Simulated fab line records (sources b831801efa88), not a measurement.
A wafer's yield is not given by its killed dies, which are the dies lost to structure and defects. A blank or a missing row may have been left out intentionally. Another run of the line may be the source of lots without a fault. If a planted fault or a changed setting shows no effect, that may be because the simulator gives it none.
fab line records	flow sky130
[record] lots = 24	wafers = 72	last-day = 50
route steps=708 shown SONOS_ONO@182 POLY_CUT@317 VIA2@519 METAL4@598 PASSIVATION@693
lots that met no fault: taken from a fault-free run of the same line
start-h: the number of hours between the record's first day and the start of the first shown wafer of the lot	wait-h: time in hours since the lot's previous step	" as in the row above	L1.1+2: several wafers, shown together as one row	- value missing, or start not given	* or withheld: withheld	< > ~ a bound
route shown NAME@n: a module of which the file shows steps, and the number in the route of the first	usual: average and standard deviation across the fault-free wafers	same: alike in all rows	chamber/n: place in a boat	sites: per-site readings	_std_site: the standard deviation of these	_edge_site: inner sites' mean taken away from outer sites' mean	radius-mm: for every site, how far away it sits from the centre of the wafer	mask NAME#n: copy n	behind: the most recent tool/chamber to have shaped the wafer	hold: the reason the lot was held/the length of the hold in hours/how it ended	device: the transistor (n, p or np) that didn't switch	end of line: the same wafers' tests at the end of the route	step lacking rows: just its recipe	killed: the dies lost at the first sort to structure and to defects; this is not the yield of the wafer	map: the dies of a wafer, with x for killed, . for not killed, _ for no die there
set.NAME: the setting that was run; set.NAME@STEP: the one run at that earlier step	model.NAME: the simulator's own value behind a step, which no gauge read
the route's steps for a sample of lots (tables are steps, rows are wafers)
services: when a tool's chamber went out of use (start-h, in hours from the record's first day, below 0 if earlier), for how many hours, and the reason
[[steps]]
[step SKY_SONOS_ONO_OVL_MEAS_14]
[usual] SONOS_ONO_OVL = -0.7/1.6
lot.wafer	tool	chamber	start-h	wait-h	SONOS_ONO_OVL[nm]
L074.2	overlay-01	-	285.72	0.1	0.2
L074.4	"	-	"	"	0.2
L074.5	"	-	"	"	-1.2
L075.2	overlay-02	-	287.77	0.1	3.2
L075.5	"	-	"	"	3.1
L075.6	"	-	"	"	1.0
L076.1	overlay-01	-	298.67	0.1	1.7
L076.4	"	-	"	"	-1.0
L076.5	"	-	"	"	-0.7
L077.2	overlay-02	-	309.07	0.1	-1.8
L077.3	"	-	"	"	-3.0
L077.6	"	-	"	"	-0.2
L078.1	overlay-01	-	314.62	0.1	-1.6
L078.2	"	-	"	"	-0.7
L078.6	"	-	"	"	-2.2
L079.3	overlay-02	-	322.58	0.1	-1.7
L079.4	"	-	"	"	-2.5
L079.5	"	-	"	"	-2.2
L080.1	overlay-01	-	332.57	0.1	1.7
L080.2	"	-	"	"	1.4
L080.5	"	-	"	"	3.6
L081.2	overlay-02	-	344.42	0.1	-2.4
L081.3	"	-	"	"	-0.9
L081.6	"	-	"	"	-3.4
L082.1	overlay-02	-	352.52	0.1	-3.0
L082.3	"	-	"	"	-2.7
L082.5	"	-	"	"	-2.6
L083.1	overlay-01	-	359.07	0.1	0.3
L083.3	"	-	"	"	0.6
L083.4	"	-	"	"	1.6
L084.4	overlay-02	-	362.98	0.1	-1.9
L084.5	"	-	"	"	-1.4
L084.6	"	-	"	"	-1.3
L085.2	overlay-01	-	372.77	0.1	0.5
L085.3	"	-	"	"	-0.1
L085.6	"	-	"	"	1.4
L086.2	overlay-02	-	377.92	0.1	-1.0
L086.3	"	-	"	"	-0.1
L086.5	"	-	"	"	0.6
L087.2	overlay-01	-	386.37	0.1	-1.3
L087.5	"	-	"	"	-0.8
L087.6	"	-	"	"	-1.7
L088.2	overlay-01	-	399.27	0.1	0.7
L088.5	"	-	"	"	0.6
L088.6	"	-	"	"	1.0
L089.1	overlay-01	-	401.57	0.1	-1.5
L089.2	"	-	"	"	-0.2
L089.5	"	-	"	"	-0.8
L090.4	overlay-01	-	410.13	0.1	-2.8
L090.5	"	-	"	"	-3.9
L090.6	"	-	"	"	-4.3
L091.1	overlay-01	-	416.41	0.1	-1.9
L091.4	"	-	"	"	-2.2
L091.5	"	-	"	"	-2.6
L092.1	overlay-01	-	428.97	0.1	-1.2
L092.5	"	-	"	"	-1.1
L092.6	"	-	"	"	0.4
L093.1	overlay-01	-	441.17	0.1	-1.7
L093.4	"	-	"	"	-0.6
L093.5	"	-	"	"	1.1
L094.2	overlay-01	-	445.12	0.1	1.3
L094.5	"	-	"	"	-1.1
L094.6	"	-	"	"	-0.3
L095.2	overlay-01	-	458.27	0.1	0.6
L095.3	"	-	"	"	-1.1
L095.6	"	-	"	"	-2.0
L096.3	overlay-01	-	463.18	0.1	-2.6
L096.4	"	-	"	"	-4.2
L096.5	"	-	"	"	-2.8
L097.1	overlay-01	-	472.21	0.1	-0.9
L097.3	"	-	"	"	0.7
L097.4	"	-	"	"	-0.1
[step SKY_POLY_CUT_ETCH_10]
[recipe] chemistry = N2/H2	target = BARC	ion-energy-ev = 200	source-w = 500	bias-w = 100	pressure-mtorr = 30	n2-flow-sccm = 100	h2-flow-sccm = 200	stop-on = SiO2	time-s = 45.9	target-depth-a = 600
[usual] drypump-motor-current-A = 5.7/0.57	oes-product-au = 0.855/0.0052	throttle-valve-pct = 13.225/0.0087
lot.wafer	tool	chamber	start-h	wait-h	drypump-motor-current-A	oes-product-au	rf-hours-counter-h	throttle-valve-pct
L074.2	rie-diel-03	1	566.10	0.0	5.5	0.858	7	13.240
L074.4	"	0	"	"	5.0	0.854	16	13.240
L074.5	"	3	"	"	6.3	0.852	-	13.218
L075.2	rie-diel-03	3	568.65	0.0	6.3	0.854	0	13.234
L075.5	"	0	"	"	5.1	0.865	-	13.239
L075.6	"	1	"	"	5.4	0.857	-	13.230
L076.1	rie-diel-03	3	582.20	0.0	6.3	0.860	1	13.225
L076.4	"	0	"	"	5.1	0.856	16	13.227
L076.5	"	0	"	"	5.0	0.855	-	13.237
L077.2	rie-diel-01	1	592.25	0.0	4.8	0.851	0	13.214
L077.3	"	2	"	"	5.8	0.854	6	13.223
L077.6	"	3	"	"	5.5	0.859	-	13.219
L078.1	rie-diel-01	3	596.50	0.0	5.5	0.848	68	13.241
L078.2	"	1	"	"	4.8	0.853	0	13.221
L078.6	"	1	"	"	4.7	0.849	-	13.210
L079.3	rie-diel-03	1	620.85	0.0	5.4	0.853	9	13.223
L079.4	"	0	"	"	5.0	0.858	17	13.226
L079.5	"	3	"	"	6.3	0.855	-	13.227
L080.1	rie-diel-01	0	623.75	0.0	5.6	0.851	16	13.232
L080.2	"	1	"	"	4.8	0.842	1	13.222
L080.5	"	1	"	"	4.8	0.853	-	13.231
L081.2	rie-diel-03	2	628.55	0.0	6.5	0.857	8	13.221
L081.3	"	1	"	"	5.4	0.856	9	13.240
L081.6	"	0	"	"	5.0	0.850	-	13.226
L082.1	rie-diel-04	0	636.75	0.0	5.2	0.845	42	13.228
L082.3	"	1	"	"	5.7	0.858	40	13.212
L082.5	"	2	"	"	6.3	0.848	-	13.222
L083.1	rie-diel-03	2	647.80	0.0	6.6	0.867	9	13.231
L083.3	"	3	"	"	6.3	0.853	2	13.230
L083.4	"	1	"	"	5.4	0.868	9	13.216
L084.4	rie-diel-04	0	649.90	0.0	5.3	0.855	42	13.212
L084.5	"	1	"	"	5.7	0.854	-	13.240
L084.6	"	0	"	"	5.3	0.861	-	13.216
L085.2	rie-diel-03	3	656.00	0.0	6.3	0.852	3	13.227
L085.3	"	2	"	"	6.5	0.846	9	13.216
L085.6	"	0	"	"	5.0	0.859	-	13.237
L086.2	rie-diel-03	0	663.85	0.0	5.1	0.857	18	13.221
L086.3	"	1	"	"	5.4	0.850	10	13.230
L086.5	"	0	"	"	5.0	0.859	-	13.217
L087.2	rie-diel-03	2	674.35	0.0	6.6	0.857	9	13.237
L087.5	"	2	"	"	6.6	0.850	-	13.212
L087.6	"	1	"	"	5.4	0.858	-	13.229
L088.2	rie-diel-04	2	685.45	0.0	6.2	0.860	3	13.228
L088.5	"	0	"	"	5.3	0.852	-	13.220
L088.6	"	3	"	"	6.4	0.859	-	13.223
L089.1	rie-diel-04	1	686.89	0.0	5.7	0.857	41	13.219
L089.2	"	0	"	"	5.3	0.856	43	13.208
L089.5	"	0	"	"	5.2	0.862	-	13.239
L090.4	rie-diel-04	3	689.05	0.0	6.4	0.850	12	13.218
L090.5	"	1	"	"	5.7	0.855	-	13.241
L090.6	"	0	"	"	5.3	0.854	-	13.231
L091.1	rie-diel-01	3	696.89	0.0	5.5	0.843	1	13.224
L091.4	"	2	"	"	5.8	0.853	9	13.220
L091.5	"	3	"	"	5.5	0.852	-	13.230
L092.1	rie-diel-03	0	711.50	0.0	5.0	0.859	19	13.217
L092.5	"	3	"	"	6.3	0.852	-	13.231
L092.6	"	0	"	"	5.0	0.858	-	13.217
L093.1	rie-diel-01	3	720.14	0.0	5.4	0.852	2	13.221
L093.4	"	0	"	"	5.6	0.854	18	13.239
L093.5	"	0	"	"	5.6	0.855	-	13.224
L094.2	rie-diel-03	2	724.10	0.0	6.6	0.853	11	13.219
L094.5	"	3	"	"	6.2	0.865	-	13.226
L094.6	"	2	"	"	6.5	0.858	-	13.208
L095.2	rie-diel-01	3	735.44	0.0	5.5	0.852	2	13.239
L095.3	"	1	"	"	4.7	0.854	3	13.228
L095.6	"	0	"	"	5.6	0.855	-	13.218
L096.3	rie-diel-04	0	740.74	0.0	5.3	0.860	44	13.228
L096.4	"	2	"	"	6.3	0.851	-	13.235
L096.5	"	0	"	"	5.3	0.860	-	13.224
L097.1	rie-diel-04	0	747.20	0.0	5.2	0.858	44	13.221
L097.3	"	3	"	"	6.4	0.857	13	13.234
L097.4	"	3	"	"	6.4	0.855	-	13.214
[step SKY_VIA2_CD_MEAS_12]
[recipe] target-cd-nm = 200
[usual] cd-nm = 200.0/1.4
lot.wafer	tool	chamber	start-h	wait-h	cd-nm
L074.2	cd-sem-02	-	854.80	-	201.2
L074.4	"	-	"	"	201.2
L074.5	"	-	"	"	200.4
L075.2	cd-sem-02	-	857.07	-	201.4
L075.5	"	-	"	"	202.6
L075.6	"	-	"	"	202.5
L076.1	cd-sem-02	-	868.95	-	199.9
L076.4	"	-	"	"	201.8
L076.5	"	-	"	"	200.9
L077.2	cd-sem-01	-	877.17	-	199.0
L077.3	"	-	"	"	198.4
L077.6	"	-	"	"	199.6
L078.1	cd-sem-01	-	880.64	-	202.6
L078.2	"	-	"	"	201.8
L078.6	"	-	"	"	200.1
L079.3	cd-sem-02	-	904.87	-	199.0
L079.4	"	-	"	"	199.4
L079.5	"	-	"	"	198.9
L080.1	cd-sem-01	-	907.65	-	200.4
L080.2	"	-	"	"	201.5
L080.5	"	-	"	"	201.3
L081.2	cd-sem-01	-	909.22	-	200.5
L081.3	"	-	"	"	200.4
L081.6	"	-	"	"	199.5
L082.1	cd-sem-01	-	918.97	-	199.0
L082.3	"	-	"	"	198.7
L082.5	"	-	"	"	199.1
L083.1	cd-sem-01	-	926.53	-	202.2
L083.3	"	-	"	"	202.9
L083.4	"	-	"	"	202.3
L084.4	cd-sem-02	-	930.29	-	200.0
L084.5	"	-	"	"	201.9
L084.6	"	-	"	"	200.4
L085.2	cd-sem-02	-	933.70	-	197.6
L085.3	"	-	"	"	198.8
L085.6	"	-	"	"	198.6
L086.2	cd-sem-01	-	941.72	-	203.5
L086.3	"	-	"	"	200.5
L086.5	"	-	"	"	201.3
L087.2	cd-sem-01	-	948.40	-	198.4
L087.5	"	-	"	"	197.4
L087.6	"	-	"	"	199.4
L088.2	cd-sem-02	-	960.65	-	201.0
L088.5	"	-	"	"	200.1
L088.6	"	-	"	"	200.8
L089.1	cd-sem-01	-	961.68	-	198.1
L089.2	"	-	"	"	198.9
L089.5	"	-	"	"	199.4
L090.4	cd-sem-02	-	962.09	-	199.5
L090.5	"	-	"	"	200.2
L090.6	"	-	"	"	199.7
L091.1	cd-sem-02	-	970.18	-	199.6
L091.4	"	-	"	"	198.3
L091.5	"	-	"	"	199.2
L092.1	cd-sem-02	-	984.05	-	198.6
L092.5	"	-	"	"	198.4
L092.6	"	-	"	"	198.8
L094.2	cd-sem-01	-	994.52	-	199.8
L094.5	"	-	"	"	200.3
L094.6	"	-	"	"	198.8
L093.1	cd-sem-01	-	995.18	-	197.2
L093.4	"	-	"	"	197.7
L093.5	"	-	"	"	197.0
L095.2	cd-sem-02	-	1006.05	-	199.0
L095.3	"	-	"	"	200.2
L095.6	"	-	"	"	201.0
L096.3	cd-sem-02	-	1008.69	-	198.6
L096.4	"	-	"	"	201.0
L096.5	"	-	"	"	198.8
L097.1	cd-sem-02	-	1015.50	-	200.2
L097.3	"	-	"	"	200.0
L097.4	"	-	"	"	200.2
[step SKY_METAL4_SPUTTER_00]
[recipe] material = Ti	target-thk-nm = 15	power-w = 3000	time-s = 10	chamber-pressure-pa = 0.4
[usual] throttle-valve-pct = 29.6/0.94
lot.wafer	tool	chamber	start-h	wait-h	throttle-valve-pct
L074.2	pvd-sputter-03	-	937.85	0.2	28.4
L074.4	"	-	"	"	30.7
L074.5	"	-	"	"	28.9
L075.2	pvd-sputter-03	-	939.89	0.2	28.6
L075.5	"	-	"	"	30.7
L075.6	"	-	"	"	28.7
L076.1	pvd-sputter-02	-	951.08	0.2	29.8
L076.4	"	-	"	"	28.8
L076.5	"	-	"	"	29.9
L077.2	pvd-sputter-04	-	957.72	0.1	30.0
L077.3	"	-	"	"	30.1
L077.6	"	-	"	"	30.2
L078.1	pvd-sputter-03	-	961.27	0.1	29.0
L078.2	"	-	"	"	28.7
L078.6	"	-	"	"	29.1
L079.3	pvd-sputter-04	-	982.96	0.1	30.0
L079.4	"	-	"	"	30.1
L079.5	"	-	"	"	29.8
L080.1	pvd-sputter-04	-	986.76	0.1	29.8
L080.2	"	-	"	"	29.6
L080.5	"	-	"	"	30.0
L081.2	pvd-sputter-03	-	989.11	0.2	28.9
L081.3	"	-	"	"	30.9
L081.6	"	-	"	"	30.7
L082.1	pvd-sputter-04	-	997.95	0.2	31.8
L082.3	"	-	"	"	29.8
L082.5	"	-	"	"	29.6
L083.1	pvd-sputter-02	-	1004.71	0.2	28.7
L083.3	"	-	"	"	29.9
L083.4	"	-	"	"	29.8
L084.4	pvd-sputter-02	-	1007.36	0.2	29.9
L084.5	"	-	"	"	30.0
L084.6	"	-	"	"	29.8
L085.2	pvd-sputter-03	-	1010.83	0.1	28.5
L085.3	"	-	"	"	28.1
L085.6	"	-	"	"	28.6
L086.2	pvd-sputter-03	-	1018.53	0.1	28.9
L086.3	"	-	"	"	28.1
L086.5	"	-	"	"	29.0
L087.2	pvd-sputter-04	-	1025.10	0.1	30.0
L087.5	"	-	"	"	29.6
L087.6	"	-	"	"	31.7
L088.2	pvd-sputter-04	-	1036.23	0.1	29.5
L088.5	"	-	"	"	29.7
L088.6	"	-	"	"	31.8
L089.1	pvd-sputter-04	-	1037.61	0.2	30.0
L089.2	"	-	"	"	29.3
L089.5	"	-	"	"	29.7
L090.4	pvd-sputter-04	-	1038.63	0.2	30.0
L090.5	"	-	"	"	29.6
L090.6	"	-	"	"	30.0
L091.1	pvd-sputter-02	-	1046.08	0.2	30.2
L091.4	"	-	"	"	28.2
L091.5	"	-	"	"	29.5
L092.1	pvd-sputter-02	-	1058.70	0.1	28.7
L092.5	"	-	"	"	29.9
L092.6	"	-	"	"	29.9
L094.2	pvd-sputter-03	-	1068.11	0.2	29.0
L094.5	"	-	"	"	29.3
L094.6	"	-	"	"	28.1
L093.1	pvd-sputter-03	-	1069.12	0.1	29.0
L093.4	"	-	"	"	28.9
L093.5	"	-	"	"	30.8
L095.2	pvd-sputter-02	-	1079.89	0.2	30.0
L095.3	"	-	"	"	29.4
L095.6	"	-	"	"	29.2
L096.3	pvd-sputter-03	-	1082.68	0.1	30.9
L096.4	"	-	"	"	28.8
L096.5	"	-	"	"	28.3
L097.1	pvd-sputter-02	-	1087.41	0.2	29.8
L097.3	"	-	"	"	28.7
L097.4	"	-	"	"	29.8
[step SKY_METAL4_OVL_MEAS_14]
[usual] METAL4_OVL = 2/5.2
lot.wafer	tool	chamber	start-h	wait-h	METAL4_OVL[nm]
L074.2	overlay-01	-	987.97	0.1	6
L074.4	"	-	"	"	5
L074.5	"	-	"	"	3
L075.2	overlay-01	-	989.52	0.1	9
L075.5	"	-	"	"	0
L075.6	"	-	"	"	4
L076.1	overlay-01	-	1001.12	0.1	9
L076.4	"	-	"	"	6
L076.5	"	-	"	"	1
L077.2	overlay-02	-	1005.62	0.1	-6
L077.3	"	-	"	"	-5
L077.6	"	-	"	"	-3
L078.1	overlay-02	-	1009.92	0.1	6
L078.2	"	-	"	"	0
L078.6	"	-	"	"	1
L079.3	overlay-01	-	1030.28	0.1	-4
L079.4	"	-	"	"	-4
L079.5	"	-	"	"	-5
L080.1	overlay-02	-	1033.97	0.1	7
L080.2	"	-	"	"	6
L080.5	"	-	"	"	3
L081.2	overlay-01	-	1037.42	0.1	5
L081.3	"	-	"	"	-2
L081.6	"	-	"	"	1
L082.1	overlay-02	-	1044.47	0.1	-2
L082.3	"	-	"	"	5
L082.5	"	-	"	"	0
L083.1	overlay-01	-	1053.27	0.1	-7
L083.3	"	-	"	"	-12
L083.4	"	-	"	"	-4
L084.4	overlay-01	-	1054.34	0.1	0
L084.5	"	-	"	"	3
L084.6	"	-	"	"	0
L085.2	overlay-01	-	1057.17	0.1	-1
L085.3	"	-	"	"	-4
L085.6	"	-	"	"	4
L086.2	overlay-02	-	1064.17	0.1	4
L086.3	"	-	"	"	1
L086.5	"	-	"	"	3
L087.2	overlay-01	-	1070.42	0.1	8
L087.5	"	-	"	"	4
L087.6	"	-	"	"	6
L088.2	overlay-01	-	1080.97	0.1	0
L088.5	"	-	"	"	-3
L088.6	"	-	"	"	-2
L089.1	overlay-01	-	1082.32	0.1	-4
L089.2	"	-	"	"	5
L089.5	"	-	"	"	0
L090.4	overlay-02	-	1083.33	0.1	3
L090.5	"	-	"	"	8
L090.6	"	-	"	"	2
L091.1	overlay-02	-	1090.57	0.1	11
L091.4	"	-	"	"	13
L091.5	"	-	"	"	5
L092.1	overlay-01	-	1102.67	0.1	1
L092.5	"	-	"	"	-4
L092.6	"	-	"	"	0
L094.2	overlay-01	-	1110.97	0.1	-5
L094.5	"	-	"	"	5
L094.6	"	-	"	"	-2
L093.1	overlay-02	-	1112.12	0.1	-1
L093.4	"	-	"	"	6
L093.5	"	-	"	"	-2
L095.2	overlay-01	-	1122.09	0.1	9
L095.3	"	-	"	"	-7
L095.6	"	-	"	"	6
L096.3	overlay-01	-	1127.48	0.1	6
L096.4	"	-	"	"	6
L096.5	"	-	"	"	-1
L097.1	overlay-02	-	1128.42	0.1	3
L097.3	"	-	"	"	4
L097.4	"	-	"	"	3
[step SKY_PASSIVATION_STRIP_12]
[recipe] chemistry = O2/N2	power-w = 1400	pressure-mtorr = 1500	platen-temp-c = withheld	overash-fraction = 0.7	o2-flow-sccm = 3000	n2-flow-sccm = 300
[usual] drypump-motor-current-A = 5.7/0.42	oes-product-au = 0.661/0.004	strip-time-to-endpoint-s = 31.51/0.14
[same] overash-fraction = 0.7
lot.wafer	tool	chamber	start-h	wait-h	drypump-motor-current-A	oes-product-au	rf-hours-counter-h	strip-time-to-endpoint-s
L074.2	plasma-asher-01	1	1060.60	0.1	5.4	0.660	88	31.47
L074.4	"	0	"	"	6.0	0.660	-	31.62
L074.5	"	1	"	"	5.4	0.665	-	31.27
L075.2	plasma-asher-02	0	1061.65	0.1	5.2	0.663	65	31.23
L075.5	"	1	"	"	5.1	0.666	-	31.51
L075.6	"	0	"	"	5.2	0.663	-	31.22
L076.1	plasma-asher-03	1	1072.20	0.1	6.0	0.653	1	31.43
L076.4	"	1	"	"	6.0	0.656	-	31.44
L076.5	"	1	"	"	6.0	0.664	-	31.44
L077.2	plasma-asher-02	1	1074.70	0.1	5.1	0.663	66	31.63
L077.3	"	0	"	"	5.2	0.662	-	31.55
L077.6	"	1	"	"	5.1	0.658	-	31.57
L078.1	plasma-asher-01	0	1081.45	0.1	5.9	0.662	90	31.67
L078.2	"	1	"	"	5.4	0.656	90	31.72
L078.6	"	0	"	"	5.9	0.670	-	31.43
L079.3	plasma-asher-03	0	1098.09	0.1	6.1	0.661	-	31.40
L079.4	"	1	"	"	6.0	0.659	-	31.59
L079.5	"	0	"	"	6.1	0.655	-	31.62
L080.1	plasma-asher-03	0	1103.69	0.1	6.1	0.664	4	31.38
L080.2	"	1	"	"	5.9	0.662	4	31.65
L080.5	"	1	"	"	6.0	0.662	-	31.68
L081.2	plasma-asher-01	0	1105.90	0.1	6.0	0.659	91	31.55
L081.3	"	0	"	"	6.0	0.662	-	31.29
L081.6	"	0	"	"	6.0	0.663	-	31.36
L082.1	plasma-asher-03	1	1111.80	0.1	5.9	0.659	5	31.45
L082.3	"	0	"	"	6.1	0.665	-	31.59
L082.5	"	1	"	"	6.0	0.659	-	31.79
L083.1	plasma-asher-03	1	1118.45	0.1	6.0	0.654	6	31.48
L083.3	"	1	"	"	5.9	0.661	-	31.65
L083.4	"	0	"	"	6.1	0.670	-	31.59
L084.4	plasma-asher-02	1	1120.27	0.1	5.1	0.664	-	31.56
L084.5	"	1	"	"	5.1	0.666	-	31.62
L084.6	"	0	"	"	5.2	0.656	-	31.55
L085.2	plasma-asher-02	1	1124.09	0.1	5.1	0.662	71	31.74
L085.3	"	0	"	"	5.2	0.662	-	31.64
L085.6	"	1	"	"	5.1	0.662	-	31.69
L086.2	plasma-asher-03	1	1131.25	0.1	6.0	0.659	7	31.75
L086.3	"	0	"	"	6.1	0.660	-	31.52
L086.5	"	0	"	"	6.1	0.658	-	31.67
L087.2	plasma-asher-02	1	1135.44	0.1	5.1	0.655	73	31.26
L087.5	"	0	"	"	5.2	0.660	-	31.40
L087.6	"	1	"	"	5.1	0.663	-	31.32
L088.2	plasma-asher-03	0	1144.65	0.1	6.2	0.656	8	31.80
L088.5	"	0	"	"	6.2	0.659	-	31.73
L088.6	"	1	"	"	6.0	0.662	-	31.77
L089.1	plasma-asher-03	0	1147.55	0.1	6.1	0.651	9	31.62
L089.2	"	1	"	"	6.0	0.664	9	31.58
L089.5	"	1	"	"	6.0	0.673	-	31.76
L090.4	plasma-asher-02	0	1147.67	0.1	5.2	0.661	-	31.38
L090.5	"	0	"	"	5.2	0.659	-	31.56
L090.6	"	1	"	"	5.1	0.652	-	31.31
L091.1	plasma-asher-03	1	1155.25	0.1	6.0	0.664	9	31.41
L091.4	"	0	"	"	6.1	0.664	-	31.53
L091.5	"	0	"	"	6.1	0.661	-	31.47
L092.1	plasma-asher-02	1	1162.55	0.1	5.1	0.657	75	31.19
L092.5	"	1	"	"	5.2	0.666	-	31.31
L092.6	"	0	"	"	5.2	0.661	-	31.57
L094.2	plasma-asher-03	0	1171.04	0.1	6.1	0.669	11	31.43
L094.5	"	1	"	"	5.9	0.667	-	31.33
L094.6	"	0	"	"	6.1	0.659	-	31.42
L093.1	plasma-asher-02	0	1173.40	0.1	5.2	0.657	76	31.53
L093.4	"	1	"	"	5.1	0.657	-	31.52
L093.5	"	0	"	"	5.2	0.664	-	31.59
L095.2	plasma-asher-03	0	1180.95	0.1	6.1	0.657	12	31.40
L095.3	"	1	"	"	6.0	0.663	-	31.50
L095.6	"	0	"	"	6.1	0.665	-	31.58
L096.3	plasma-asher-02	1	1183.59	0.1	5.1	0.656	-	31.53
L096.4	"	0	"	"	5.2	0.659	-	31.49
L096.5	"	0	"	"	5.2	0.667	-	31.50
L097.1	plasma-asher-03	1	1184.90	0.1	5.9	0.667	12	31.42
L097.3	"	0	"	"	6.1	0.658	-	31.45
L097.4	"	1	"	"	6.0	0.658	-	31.41
[[services]]
tool	chamber	start-h	hours	kind
plasma-asher-03	-	542.43	2.7	repair
plasma-asher-03	-	592.03	2.8	pm
plasma-asher-03	-	595.31	6.1	repair
rie-diel-03	2	609.50	8.3	repair
plasma-asher-02	-	619.08	15.6	pm
pvd-sputter-03	-	672.79	2.2	repair
pvd-sputter-03	-	684.11	3.2	repair
plasma-asher-03	-	699.71	3.8	repair
rie-diel-03	1	742.85	10.0	repair
plasma-asher-02	-	758.29	3.9	repair
pvd-sputter-03	-	817.99	0.8	repair
rie-diel-03	3	864.96	10.2	repair
rie-diel-03	2	872.59	4.8	repair
pvd-sputter-03	-	878.04	2.4	repair
rie-diel-03	1	902.04	4.2	repair
rie-diel-03	1	991.66	4.9	repair
plasma-asher-03	-	994.13	20.8	pm
plasma-asher-03	-	1019.23	9.1	repair
rie-diel-03	0	1052.87	6.0	repair
plasma-asher-03	-	1055.25	9.0	pm
rie-diel-03	-	1087.40	2.8	pm
rie-diel-03	2	1115.81	4.3	repair
rie-diel-03	3	1164.47	2.6	repair
rie-diel-03	3	1169.99	1.8	repair
[[key]]
fault none
